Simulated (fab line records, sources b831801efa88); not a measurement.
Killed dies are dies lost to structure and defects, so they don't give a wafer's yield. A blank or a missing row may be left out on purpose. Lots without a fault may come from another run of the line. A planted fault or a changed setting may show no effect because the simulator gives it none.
fab line records | flow sky130
record lots=4 wafers=12 last_day=49
route steps=708 shown LI_CONTACT@376 LOCAL_INTERCONNECT@387 PAD_OPEN@708
lots that met no fault: from a run of the same line without faults
start_h: hours from the record's first day to the start of the lot's first wafer shown | wait_h: hours since the lot's step before | " the same as in the row above | L1.1+2: a row that stands for several wafers | - no value, or no start given | * or withheld: withheld | < > ~ a bound
route shown NAME@n: a module of which the file shows steps, and the number in the route of the first | usual: mean/standard deviation of fault-free wafers | same: alike in all rows | chamber/n: place in a boat | sites: the reading at each site | _std_site: their standard deviation | _edge_site: outer sites' mean less inner sites' | radius_mm: how far each site lies from the wafer's centre | mask NAME#n: copy n | behind: the tool/chamber that last shaped the wafer | hold: why the lot was held/for how many hours/how that ended | device: the transistor (n, p or np) that didn't switch | end of line: the same wafers' tests at the end of the route | a step without rows: its recipe alone | killed: dies lost to structure and defects at the first sort, not the wafer's yield | map: a wafer's dies, x killed, . not, _ none there
set.NAME: the setting as run; set.NAME@STEP: as run at that earlier step | model.NAME: the simulator's own value behind a step, which no gauge read
lots at some steps of the route; a table a step, a row a wafer
services: from which hour (start_h, from the record's first day; less than 0 if before it) a tool's chamber was out of use, for how many hours, and why
## steps
# step SKY_LI_CONTACT_ETCH_14
# recipe chemistry=N2/H2 target=BARC ion_energy_ev=200 source_w=500 bias_w=100 pressure_mtorr=30 n2_flow_sccm=100 h2_flow_sccm=200 stop_on=SiO2 time_s=45.9 target_depth_a=600
# step SKY_LI_CONTACT_ETCH_15
# recipe target=PSG chemistry=C4F8/O2/Ar stop_on=Si taper_deg=4.15 mask_material=KrF-thick source_w=1500 bias_w=1200 pressure_mtorr=40 c4f8_flow_sccm=withheld O2_flow_sccm=6 Ar_flow_sccm=300 time_s=withheld target_depth_a=6000
# step SKY_LI_CONTACT_STRIP_16
# recipe chemistry=O2/N2 power_w=1400 pressure_mtorr=1500 platen_temp_c=withheld o2_flow_sccm=3000 n2_flow_sccm=300 overash_fraction=0.5
# step SKY_LI_CONTACT_CLEAN_17
# recipe chemistry=NMP time_s=600 temp_c=60 dry=n2_spin
# step SKY_LI_CONTACT_PRE_CLEAN_18
# recipe gas=Ar time_s=5.6 bias_v=358
# step SKY_LI_CONTACT_SPUTTER_19
# recipe material=Ti target_thk_nm=20 chamber_pressure_pa=5 power_w=2500 substrate_temp_c=200 time_s=106.37
# step SKY_LI_CONTACT_SPUTTER_20
# recipe material=TiN target_thk_nm=20 chamber_pressure_pa=5 power_w=4000 time_s=80
# step SKY_LI_CONTACT_CVD_21
# recipe material=W target_thk_nm=400 time_s=120.56 temp_c=400 pressure_torr=40
# step SKY_LI_CONTACT_CMP_24
# recipe stop_on=PSG t_overpolish_s=20 down_force_psi=3.5 platen_rpm=60 target_thk_nm=0 pad_velocity_m_s=0.94248
# step SKY_LOCAL_INTERCONNECT_SPUTTER_00
# recipe material=TiN target_thk_nm=100 temp_c=300 power_w=6500 time_s=83.3 chamber_pressure_pa=0.4
# usual chamber_pressure_pa=0.4000/0.00081 throttle_valve_pct=29.6/0.93
# columns lot.wafer tool chamber start_h wait_h chamber_pressure_pa throttle_valve_pct model.TiN_of_LOCAL_INTERCONNECT_SPUTTER_00.thk_nm
L514.2 pvd_sputter-02 - 732.65 0.1 0.4008 29.8 99.78
L514.3 " - " " 0.4003 28.7 99.55
L514.5 " - " " 0.4004 30.4 99.73
L523.1 pvd_sputter-02 - 800.99 0.2 0.4019 29.0 96.57
L523.5 " - " " 0.3956 29.3 96.04
L523.6 " - " " 0.4001 30.1 95.5
L524.1 pvd_sputter-02 - 812.23 0.2 0.4003 29.3 95.88
L524.2 " - " " 0.4002 28.7 95.97
L524.3 " - " " 0.3999 30.1 95.2
L525.2 pvd_sputter-01 - 817.96 0.1 0.4002 29.7 100.2
L525.3 " - " " 0.4001 30.4 100.3
L525.4 " - " " 0.4001 29.2 101.5
# step SKY_LOCAL_INTERCONNECT_RS_MEAS_01
# recipe thk_meas_gauge=four-point-probe reads=TiN_of_LOCAL_INTERCONNECT_SPUTTER_00
# usual LOCAL_INTERCONNECT_TIN_RS=14.14/0.14
# columns lot.wafer tool chamber start_h wait_h LOCAL_INTERCONNECT_TIN_RS[ohm/sq]
L514.2 film_metro-01 - 732.74 0.1 14.19
L514.3 " - " " 14.19
L514.5 " - " " 14.18
L523.1 film_metro-03 - 801.06 0.0 14.68
L523.5 " - " " 14.76
L523.6 " - " " 14.86
L524.1 film_metro-03 - 812.29 0.0 14.78
L524.2 " - " " 14.72
L524.3 " - " " 14.90
L525.2 film_metro-03 - 818.04 0.1 14.15
L525.3 " - " " 14.11
L525.4 " - " " 13.94
# step SKY_LOCAL_INTERCONNECT_THK_MEAS_02
# recipe thk_meas_gauge=xrf reads=TiN_of_LOCAL_INTERCONNECT_SPUTTER_00
# usual LOCAL_INTERCONNECT_TIN_THK=99.8/0.98
# columns lot.wafer tool chamber start_h wait_h LOCAL_INTERCONNECT_TIN_THK[nm]
L514.2 film_metro-01 - 732.85 0.1 98.7
L514.3 " - " " 98.9
L514.5 " - " " 98.9
L523.1 film_metro-03 - 801.18 0.1 96.1
L523.5 " - " " 95.9
L523.6 " - " " 95.5
L524.1 film_metro-03 - 812.41 0.1 95.6
L524.2 " - " " 95.7
L524.3 " - " " 95.1
L525.2 film_metro-03 - 818.15 0.1 100.3
L525.3 " - " " 99.8
L525.4 " - " " 101.0
# step SKY_LOCAL_INTERCONNECT_DEHYDRATE_03
# recipe temp_c=200 time_s=60
# step SKY_LOCAL_INTERCONNECT_HMDS_04
# recipe prime_time_s=60 prime_temp_c=120
# step SKY_LOCAL_INTERCONNECT_COAT_05
# recipe resist=BARC temp_c=withheld time_s=withheld spin_rpm=3000 resist_thk_nm=60
# step SKY_LOCAL_INTERCONNECT_COAT_06
# recipe resist=KrF-thick spin_rpm=3000 resist_thk_nm=450
# step SKY_LOCAL_INTERCONNECT_SOFTBAKE_07
# recipe temp_c=100 time_s=90 resist=KrF-thick
# step SKY_LOCAL_INTERCONNECT_EXPOSE_08
# recipe mask_id=LI1M na=0.8 source_shape=annular sigma_inner=0.55 sigma_outer=0.85 target_cd_nm=170 dose_mj=28
# step SKY_LOCAL_INTERCONNECT_PEB_09
# recipe peb_temp_c=withheld peb_time_s=withheld resist=KrF-thick
# step SKY_LOCAL_INTERCONNECT_DEVELOP_10
# recipe develop_time_s=60 resist=KrF-thick dev_temp_c=21
# step SKY_LOCAL_INTERCONNECT_ETCH_13
# recipe chemistry=N2/H2 target=BARC ion_energy_ev=200 bias_w=100 pressure_mtorr=30 n2_flow_sccm=100 h2_flow_sccm=200 icp_w=500 stop_on=SiO2 time_s=45.9 target_depth_a=600
# step SKY_LOCAL_INTERCONNECT_METAL_ETCH_14
# recipe target_depth_nm=110 stop_on=PSG chemistry=Cl2/BCl3 target=TiN resist_sidewall_deg=88 pressure_mtorr=10 icp_w=900 bias_w=48.5 Cl2_flow_sccm=60 bcl3_flow_sccm=30 time_s=31.4
# usual drypump_motor_current_A=6.18/0.17 oes_product_au=0.942/0.0066 throttle_valve_pct=21.899/0.0093
# columns lot.wafer tool chamber start_h wait_h drypump_motor_current_A oes_product_au rf_hours_counter_h throttle_valve_pct model.etch.depth_nm model.LOCAL_INTERCONNECT.feature_depth_nm
L514.2 rie_metal-02 0 760.54 0.0 5.89 0.941 10 21.896 99.78 99.78
L514.3 " 1 " " 6.34 0.934 - 21.888 99.55 99.55
L514.5 " 0 " " 5.86 0.947 - 21.911 99.73 99.73
L523.1 rie_metal-01 0 828.19 0.0 6.29 0.923 10 21.907 96.57 96.57
L523.5 " 0 " " 6.28 0.917 - 21.906 96.04 96.04
L523.6 " 1 " " 6.26 0.918 - 21.918 95.5 95.5
L524.1 rie_metal-02 1 838.38 0.0 6.31 0.919 8 21.910 95.88 95.88
L524.2 " 0 " " 5.89 0.918 13 21.915 95.97 95.97
L524.3 " 1 " " 6.32 0.924 - 21.927 95.2 95.2
L525.2 rie_metal-01 1 844.39 0.0 6.27 0.936 14 21.886 100.2 100.2
L525.3 " 1 " " 6.28 0.944 - 21.901 100.3 100.3
L525.4 " 0 " " 6.24 0.949 - 21.892 101.5 101.5
# step SKY_LOCAL_INTERCONNECT_STRIP_15
# recipe chemistry=O2/N2 power_w=1400 pressure_mtorr=1500 platen_temp_c=withheld o2_flow_sccm=3000 n2_flow_sccm=300 overash_fraction=0.5
# step SKY_LOCAL_INTERCONNECT_STRIP_16
# recipe chemistry=post_etch_residue_remover time_s=1200 temp_c=72.5
# columns lot.wafer tool chamber start_h wait_h model.TiN_of_LOCAL_INTERCONNECT_SPUTTER_00.thk_nm
L514.2 wet_bench-04 3 760.69 0.1 99.37
L514.3 " 3 " " 99.13
L514.5 " 3 " " 99.32
L523.1 wet_bench-01 1 828.34 0.1 96.15
L523.5 " 1 " " 95.62
L523.6 " 1 " " 95.08
L524.1 wet_bench-04 0 838.53 0.1 95.46
L524.2 " 0 " " 95.55
L524.3 " 0 " " 94.79
L525.2 wet_bench-03 2 844.54 0.1 99.76
L525.3 " 2 " " 99.89
L525.4 " 2 " " 101
# step SKY_LOCAL_INTERCONNECT_CLEAN_17
# recipe chemistry=IPA time_s=180 temp_c=25
# step SKY_PAD_OPEN_PROBE_99
# usual killed_at_M0_to_M3=45/6.8 killed_at_M4_up=3.2/1.6 killed_at_contacts=24/5.1 killed_at_front_end=14/4.4 killed_at_other=0.4/0.65 killed_dies=87/8.8 killed_open=47/7.2 killed_short=39/6.1
# same gross_dies=492 killed_at_back_side=0
# columns lot.wafer tool chamber start_h wait_h killed_at_M0_to_M3 killed_at_M4_up killed_at_contacts killed_at_front_end killed_at_other killed_dies killed_open killed_short model.etest.res_li.line_ohm_um model.etest.res_li.rs_ohm_sq
L514.2 prober-02 - 1114.89 0.1 36 1 26 10 0 73 51 21 77.09 12.81
L514.3 prober-02 - 1114.94 0.2 44 3 20 18 0 85 43 40 76 12.92
L514.5 prober-02 - 1115.04 0.2 44 3 39 7 0 93 51 42 76.04 12.9
L523.1 prober-01 - 1164.63 0.1 37 4 26 12 2 81 43 37 78.65 13.28
L523.5 prober-01 - 1164.83 0.2 43 3 30 19 0 95 44 50 77.85 13.42
L523.6 prober-01 - 1164.88 0.2 54 4 24 11 0 93 42 51 78.97 13.43
L524.1 prober-02 - 1169.99 0.1 44 6 20 12 0 82 43 39 78.07 13.36
L524.2 prober-02 - 1170.04 0.1 37 6 22 16 0 81 46 35 78.03 13.32
L524.3 prober-02 - 1170.09 0.2 40 2 25 13 0 80 35 45 78.36 13.47
L525.2 prober-01 - 1174.52 0.1 42 2 15 14 0 73 44 29 74.08 12.74
L525.3 prober-01 - 1174.57 0.2 50 7 20 25 0 102 46 55 74.85 12.69
L525.4 prober-01 - 1174.62 0.2 44 6 21 17 0 88 53 35 74.75 12.64
# killed by level:class
L514.2 CONTACT:geometric_particle:open=16 VIA1:geometric_particle:open=13 VIA3:geometric_particle:open=7 FIELD_ISO:geometric_particle:open=4 CONTACT:geometric_particle:short=4 VIA1:geometric_particle:short=4 VIA2:geometric_particle:open=4 FIELD_ISO:geometric_particle:short=3
L514.3 VIA2:geometric_particle:open=9 CONTACT:geometric_particle:open=7 VIA1:geometric_particle:open=7 FIELD_ISO:geometric_particle:short=6 LI_CONTACT:geometric_particle:open=5 VIA1:geometric_particle:short=5 VIA3:geometric_particle:open=4 POLY_GATE:geometric_particle:open=4
L514.5 CONTACT:geometric_particle:open=12 CONTACT:geometric_particle:short=10 METAL2:geometric_particle:short=10 VIA2:geometric_particle:open=9 VIA1:geometric_particle:open=8 LOCAL_INTERCONNECT:geometric_particle:short=7 LI_CONTACT:geometric_particle:open=6 VIA3:geometric_particle:open=5
L523.1 LI_CONTACT:geometric_particle:open=9 CONTACT:geometric_particle:open=8 VIA3:geometric_particle:open=8 VIA1:geometric_particle:open=6 VIA2:geometric_particle:short=5 CONTACT:geometric_particle:short=4 METAL3:geometric_particle:short=4 FIELD_ISO:geometric_particle:short=3
L523.5 CONTACT:geometric_particle:open=14 POLY_GATE:geometric_particle:short=7 VIA2:geometric_particle:open=7 VIA1:geometric_particle:short=7 VIA1:geometric_particle:open=6 CONTACT:geometric_particle:short=6 FIELD_ISO:geometric_particle:short=5 LI_CONTACT:geometric_particle:short=5
L523.6 METAL1:geometric_particle:short=14 VIA1:geometric_particle:open=9 VIA1:geometric_particle:short=7 CONTACT:geometric_particle:open=6 METAL2:geometric_particle:short=6 VIA2:geometric_particle:open=5 CONTACT:geometric_particle:short=5 METAL1:geometric_particle:open=5
L524.1 CONTACT:geometric_particle:open=11 VIA3:geometric_particle:open=9 VIA1:geometric_particle:open=8 METAL1:geometric_particle:short=5 FIELD_ISO:geometric_particle:open=4 FIELD_ISO:geometric_particle:short=4 CONTACT:geometric_particle:short=4 VIA1:geometric_particle:short=4
L524.2 VIA1:geometric_particle:open=12 LI_CONTACT:geometric_particle:open=7 CONTACT:geometric_particle:open=7 METAL1:geometric_particle:short=6 VIA1:geometric_particle:short=5 METAL4:geometric_particle:short=5 POLY_GATE:geometric_particle:open=4 LOCAL_INTERCONNECT:geometric_particle:short=4
L524.3 CONTACT:geometric_particle:open=8 METAL1:geometric_particle:short=8 VIA1:geometric_particle:open=7 METAL2:geometric_particle:short=7 LI_CONTACT:geometric_particle:open=6 FIELD_ISO:geometric_particle:short=5 FIELD_ISO:geometric_particle:open=4 CONTACT:geometric_particle:short=4
L525.2 VIA1:geometric_particle:open=10 VIA2:geometric_particle:open=10 VIA3:geometric_particle:open=8 CONTACT:geometric_particle:open=6 FIELD_ISO:geometric_particle:short=5 POLY_GATE:geometric_particle:short=5 METAL2:geometric_particle:short=4 LOCAL_INTERCONNECT:geometric_particle:short=3
L525.3 FIELD_ISO:geometric_particle:short=10 VIA1:geometric_particle:open=9 CONTACT:geometric_particle:open=8 VIA3:geometric_particle:open=7 METAL2:geometric_particle:short=7 METAL4:geometric_particle:short=7 METAL1:geometric_particle:short=6 VIA1:geometric_particle:short=6
L525.4 VIA1:geometric_particle:open=12 FIELD_ISO:geometric_particle:open=9 VIA2:geometric_particle:open=8 CONTACT:geometric_particle:open=7 VIA3:geometric_particle:open=5 FIELD_ISO:geometric_particle:short=4 METAL2:geometric_particle:short=4 LI_CONTACT:geometric_particle:open=4
## services
# columns tool chamber start_h hours kind
pvd_sputter-02 - 743.48 5.8 repair
rie_metal-01 0 769.01 2.5 repair
rie_metal-01 - 797.92 2.1 repair
pvd_sputter-02 - 806.54 1.6 repair
wet_bench-03 - 818.57 2.8 repair
## key
first_sign step=SKY_LOCAL_INTERCONNECT_RS_MEAS_01 reading=LOCAL_INTERCONNECT_TIN_RS direction=up sigmas=4.7 usual=14.14 struck=14.78
effect step=SKY_LOCAL_INTERCONNECT_THK_MEAS_02 reading=LOCAL_INTERCONNECT_TIN_THK direction=down sigmas=4.2 usual=99.8 struck=95.6
effect step=SKY_LOCAL_INTERCONNECT_METAL_ETCH_14 reading=oes_product_au direction=down sigmas=3.3 usual=0.942 struck=0.920
model_effect step=SKY_LOCAL_INTERCONNECT_SPUTTER_00 value=TiN_of_LOCAL_INTERCONNECT_SPUTTER_00.thk_nm without=100.3 struck=95.86
model_effect step=SKY_LOCAL_INTERCONNECT_METAL_ETCH_14 value=etch.depth_nm without=100.3 struck=95.86
model_effect step=SKY_LOCAL_INTERCONNECT_STRIP_16 value=TiN_of_LOCAL_INTERCONNECT_SPUTTER_00.thk_nm without=99.86 struck=95.44
model_effect step=SKY_PAD_OPEN_PROBE_99 value=etest.res_li.line_ohm_um without=74.87 struck=78.32
met_at SKY_LOCAL_INTERCONNECT_SPUTTER_00
struck_wafers L523.1,L523.5,L523.6,L524.1,L524.2,L524.3
tester_left_out L523,L524
onset_between 732.65 800.99
fault kind=process_parameter_drift tool=pvd_sputter-02 chamber=- onset_h=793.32 steps=SKY_LOCAL_INTERCONNECT_SPUTTER_00 channel=time_s offset=* shape=step end_h=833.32 acts_in=* stated=*
# tester_left_out: of these lots the tester's yield and bins aren't shown, on N5 and GAA mostly nor the transistor test; their killed dies are dies lost to structure and defects alone, not to doping, threshold or leakage, so they don't give the yield
